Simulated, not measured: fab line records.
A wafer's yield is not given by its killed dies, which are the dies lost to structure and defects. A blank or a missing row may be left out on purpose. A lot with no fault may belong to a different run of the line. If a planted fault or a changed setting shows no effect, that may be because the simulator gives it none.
Check for tools in common + flow sky130 + Sampled: 11 lots, 33 wafers

## THE REASON FOR OPENING IT
At SKY_VT_ADJUST_HVTP_TW_MEAS_11 the reading VT_ADJUST_HVTP_TW is flagged on 1 of 11 lots. Fault-free wafers read 1362, with a standard deviation of 15.
Rule: a lot is flagged when every wafer of it that has a number lies more than 4 standard deviations from that mean, or none has a number. The other lots count as sound.

| lot  | measured     | on           | VT_ADJUST_HVTP_TW, wafer by wafer | flag    |
|------|--------------|--------------|-----------------------------------|---------|
| L968 | day 6 20:58  | filmMetro-03 | 1335 1336 1340                    |         |
| L970 | day 7 11:24  | filmMetro-01 | 1372 1366 1365                    |         |
| L972 | day 8 01:30  | filmMetro-03 | 1346 1340 1342                    |         |
| L973 | day 8 06:41  | filmMetro-01 | 30 30 30                          | FLAGGED |
| L982 | day 10 12:50 | filmMetro-04 | 1346 1355 1355                    |         |
| L983 | day 10 18:43 | filmMetro-03 | 1348 1348 1346                    |         |
| L984 | day 11 01:58 | filmMetro-04 | 1351 1363 1359                    |         |
| L985 | day 11 07:40 | filmMetro-01 | 1374 1374 1372                    |         |
| L986 | day 11 17:13 | filmMetro-01 | 1374 1376 1378                    |         |
| L987 | day 12 04:18 | filmMetro-01 | 1357 1374 1376                    |         |
| L988 | day 12 12:12 | filmMetro-01 | 1376 1365 1360                    |         |
On average the flagged lots' numbers are 30, which is -1332 against the usual, or -89 standard deviations.

## TOOL THAT RAN EACH LOT
The record keeps 1 process step preceding the reading, out of 708 steps on the route. Every cell lists first the tool, next ch and the chambers used by the sampled wafers, and last the start.
| lot  | flag    | SKY_VT_ADJUST_HVTP_EXPOSE_04       |
|------|---------|------------------------------------|
| L968 |         | ilineStepper-01 ch 0, day 6 11:54  |
| L970 |         | ilineStepper-02 ch 0, day 7 01:05  |
| L972 |         | ilineStepper-01 ch 0, day 7 15:49  |
| L973 | FLAGGED | ilineStepper-02 ch 0, day 7 19:55  |
| L982 |         | ilineStepper-01 ch 0, day 10 00:55 |
| L983 |         | ilineStepper-02 ch 0, day 10 07:37 |
| L984 |         | ilineStepper-01 ch 0, day 10 13:47 |
| L985 |         | ilineStepper-01 ch 0, day 10 20:05 |
| L986 |         | ilineStepper-02 ch 0, day 11 05:28 |
| L987 |         | ilineStepper-01 ch 0, day 11 16:19 |
| L988 |         | ilineStepper-02 ch 0, day 12 00:35 |
What the steps here do:
- SKY_VT_ADJUST_HVTP_EXPOSE_04: exposes mask HVTPM, target cd 380 nm.
- SKY_VT_ADJUST_HVTP_TW_MEAS_11

## FLAGGED OVER TOTAL, TOOL BY TOOL (the gauges that took the reading come last)
| step                          | tool            | lots run | flagged | share of the flagged lots | sound lots run after its first flagged lot |
|-------------------------------|-----------------|----------|---------|---------------------------|--------------------------------------------|
| SKY_VT_ADJUST_HVTP_EXPOSE_04  | ilineStepper-01 | 6        | 0       | none                      | -                                          |
| SKY_VT_ADJUST_HVTP_EXPOSE_04  | ilineStepper-02 | 5        | 1       | all                       | 3 (L983,L986,L988)                         |
| SKY_VT_ADJUST_HVTP_TW_MEAS_11 | filmMetro-01    | 6        | 1       | all                       | 4 (L985,L986,L987,L988)                    |
| SKY_VT_ADJUST_HVTP_TW_MEAS_11 | filmMetro-03    | 3        | 0       | none                      | -                                          |
| SKY_VT_ADJUST_HVTP_TW_MEAS_11 | filmMetro-04    | 2        | 0       | none                      | -                                          |

## WHAT THE TABLE ALLOWS
In 2 table rows, all flagged lots were run: ilineStepper-02 (SKY_VT_ADJUST_HVTP_EXPOSE_04), filmMetro-01 (SKY_VT_ADJUST_HVTP_TW_MEAS_11).
- ilineStepper-02 at SKY_VT_ADJUST_HVTP_EXPOSE_04: 1 of its 5 lots flagged. Sound lots followed the first flagged one (L983, L986, L988) on it, something a lasting fault affecting the whole tool could not allow.
- filmMetro-01 at SKY_VT_ADJUST_HVTP_TW_MEAS_11: 1 of its 6 lots flagged. Sound lots followed the first flagged one (L985, L986, L987, L988) on it, something a lasting fault affecting the whole tool could not allow.
None of the table's rows ran every flagged lot and, after the first, no sound lot.

## WHAT THE SIMULATOR PUT IN
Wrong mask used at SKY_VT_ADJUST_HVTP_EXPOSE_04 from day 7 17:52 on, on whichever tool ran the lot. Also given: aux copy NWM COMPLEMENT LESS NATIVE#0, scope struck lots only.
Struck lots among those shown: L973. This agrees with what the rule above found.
